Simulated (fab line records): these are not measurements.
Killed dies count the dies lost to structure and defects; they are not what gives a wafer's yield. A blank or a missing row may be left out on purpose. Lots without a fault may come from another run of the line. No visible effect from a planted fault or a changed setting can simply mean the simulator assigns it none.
Which of the tools did it? :: flow sky130 :: at 1 step of a route of 708, 7 lots with 21 wafers sampled

## WHAT EACH GAUGE READ, for each wafer
SKY_NWELL_RS_MEAS_29: uses a four-point probe to measure.
lot: L822
measured: day 6 10:07
on: film metro-03
NWELL_RS (ohm/sq): 623.9 624.6 624.0

lot: L824
measured: day 6 21:46
on: film metro-02
NWELL_RS (ohm/sq): 629.2 628.8 628.6

lot: L826
measured: day 7 09:08
on: film metro-02
NWELL_RS (ohm/sq): 625.2 625.5 626.8

lot: L828
measured: day 7 21:02
on: film metro-02
NWELL_RS (ohm/sq): 627.0 626.9 627.5

lot: L832
measured: day 8 19:28
on: film metro-03
NWELL_RS (ohm/sq): 624.7 625.1 623.1

lot: L838
measured: day 10 09:46
on: film metro-02
NWELL_RS (ohm/sq): 626.2 626.8 627.3

lot: L840
measured: day 10 20:45
on: film metro-01
NWELL_RS (ohm/sq): 624.8 625.3 624.8

## WHAT TOOL EACH LOT RAN ON (gives the tool, then ch and the chambers of the sampled wafers, and finally the start)
There is no process step in the record ahead of these readings.

## THE ANSWER, worked out from the rows above alone
Rule: what is usual is taken from the lots themselves. The widest of any qualifying gaps counts: lots, ordered by their means at a reading, are off when they make up no more than a third of the lots, leave a main group of 4 or more, and stand apart from it by 3 or more times the standard deviation of that group's means. The tables above print the reading to a certain number of digits; a main group whose means all agree to those digits is not used. A lot without any number at a reading at which 4 lots or more have one is off too. All remaining lots with rows at the step are treated as sound.
Nothing can be told from this: no lot is off at any reading shown.

## WHAT THE SIMULATOR HAD PUT IN
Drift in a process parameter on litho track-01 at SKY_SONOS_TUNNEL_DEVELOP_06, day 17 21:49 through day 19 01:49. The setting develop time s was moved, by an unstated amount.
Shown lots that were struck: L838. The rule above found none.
